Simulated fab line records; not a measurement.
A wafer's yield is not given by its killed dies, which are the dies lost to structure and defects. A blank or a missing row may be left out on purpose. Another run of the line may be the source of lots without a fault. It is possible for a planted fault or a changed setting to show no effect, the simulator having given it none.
Comparing a struck lot with a sound one / flow sky130 / 15 steps out of a route of 708
Sound: the wafers L231.1, L231.5, L231.6. Struck: wafer L220.1 (L220.4, L220.5, from the same lot, were not struck and are left out); the cause is given at the end.
At each step with rows: each side's tool, then ch and its chambers, then its first start. Under that, the readings that differ: sound wafers / struck wafers / difference of the means / sigmas: that difference in standard deviations of wafers without a fault.
alike: same words and numbers on both sides, and readings whose means sit less than 2 such deviations apart. not compared: any withheld reading, any reading some wafer has no value for, any bound like >300 that may hide the same value, and any number with overlapping values for which the record gives no deviation.
Wherever a step has rows on one side only, a row that says differs or no value, or a row with sigmas, the two part there. When numbers do not overlap yet have no deviation, they are printed without sigmas and do not part them. A reading that every wafer of one side lacks parts them only if that side has two wafers or more.

first, 4 steps without rows for these wafers: SKY_VIA1_SOFTBAKE_08 (time 90 s); SKY_VIA1_EXPOSE_09 (exposes mask VIM, target cd 150 nm); SKY_VIA1_PEB_10; SKY_VIA1_DEVELOP_11 (develop time 60 s).
SKY_VIA1_CD_MEAS_12 targets a cd of 150 nm.
  sound on cd-sem-01, day 39 07:38; struck on cd-sem-02, day 34 23:25
  alike: cd-nm
SKY_VIA1_OVL_MEAS_13:
  sound on overlay-02, day 39 07:45; struck on overlay-01, day 34 23:32
  alike: VIA1_OVL
SKY_VIA1_ETCH_14: etches BARC in N2/H2, stops on SiO2, time 45.9 s, target depth 60 nm.
  sound on rie-diel-02 ch 0,2,3, day 39 07:47; struck on rie-diel-04 ch 0, day 34 23:34
  alike: drypump-motor-current-A, oes-product-au, throttle-valve-pct
  not compared: rf-hours-counter-h
SKY_VIA1_ETCH_15: etches SiO2 in C4F8/O2/Ar, stops on TiN, target depth 351 nm, time 54 s.
  sound on rie-diel-02 ch 0,2,3, day 39 07:50; struck on rie-diel-04 ch 0, day 34 23:36
  alike: oes-product-au
  not compared: rf-hours-counter-h
SKY_VIA1_STRIP_16: strips in O2/N2.
  sound on plasma-asher-03 ch 0,1, day 39 07:53; struck on plasma-asher-03 ch 0, day 34 23:39
  alike: drypump-motor-current-A, oes-product-au, strip-time-to-endpoint-s
  not compared: rf-hours-counter-h
then, 3 steps without rows for these wafers: SKY_VIA1_STRIP_17 (strips in post etch residue remover, time 1200 s); SKY_VIA1_CLEAN_18 (cleans in IPA, time 180 s); SKY_VIA1_CLEAN_19 (cleans in O3/DIW).
SKY_VIA1_SPUTTER_20: material TiN, target thk 20 nm, time 80 s.
  sound on pvd-sputter-01, day 39 08:29; struck on pvd-sputter-04, day 35 00:14
reading=chamber-pressure-pa (Pa); sound=4.985 4.992 5.000; struck=5.792; difference=+0.800; sigmas=+82
reading=throttle-valve-pct (%); sound=29.4 30.1 29.3; struck=27.9; difference=-1.7; sigmas=-2
reading=model.TiN_of_VIA1_SPUTTER_20.thk-nm (nm); sound=20.19 20.02 20.13; struck=17.79; difference=-2.32; sigmas=
SKY_VIA1_CVD_21: deposits W, target thk 270 nm, time 80.902 s.
  sound on cvd-w-02 ch 0,1, day 39 08:32; struck on cvd-w-01 ch 1, day 35 00:18
  alike: heater-power-w
-- the record jumps here: 12 days lie between the struck wafers' starts before and after (it left off in module VIA1 and takes up again in module PAD_OPEN, whose first step shown is number 708 of the route) --
SKY_PAD_OPEN_PROBE_99:
  sound on prober-01, day 49 17:56; struck on prober-01, day 46 15:55
reading=killed-at-front-end; sound=4 8 17; struck=22; difference=+12; sigmas=+3
reading=sort_bin_3_pad_short (%); sound=0.6 0.2 0; struck=1.2; difference=+0.9; sigmas=+2
  alike: defect-limited-yield, killed_at_M0_to_M3, killed_at_M4_up, killed-at-contacts, killed-at-other, killed-dies, killed-open, killed-short, sort_bin_5_function, sort_bin_6_memory, sort-n-pass, sort-yield-pct

== WHERE THEY PART ==
First at SKY_VIA1_SPUTTER_20; last, within this record, at SKY_PAD_OPEN_PROBE_99.

WHY: the cause the simulator had injected
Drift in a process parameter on pvd-sputter-04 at SKY_VIA1_SPUTTER_20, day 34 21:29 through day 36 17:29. Setting chamber-pressure-pa, moved by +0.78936, from 5. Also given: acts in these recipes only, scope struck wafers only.
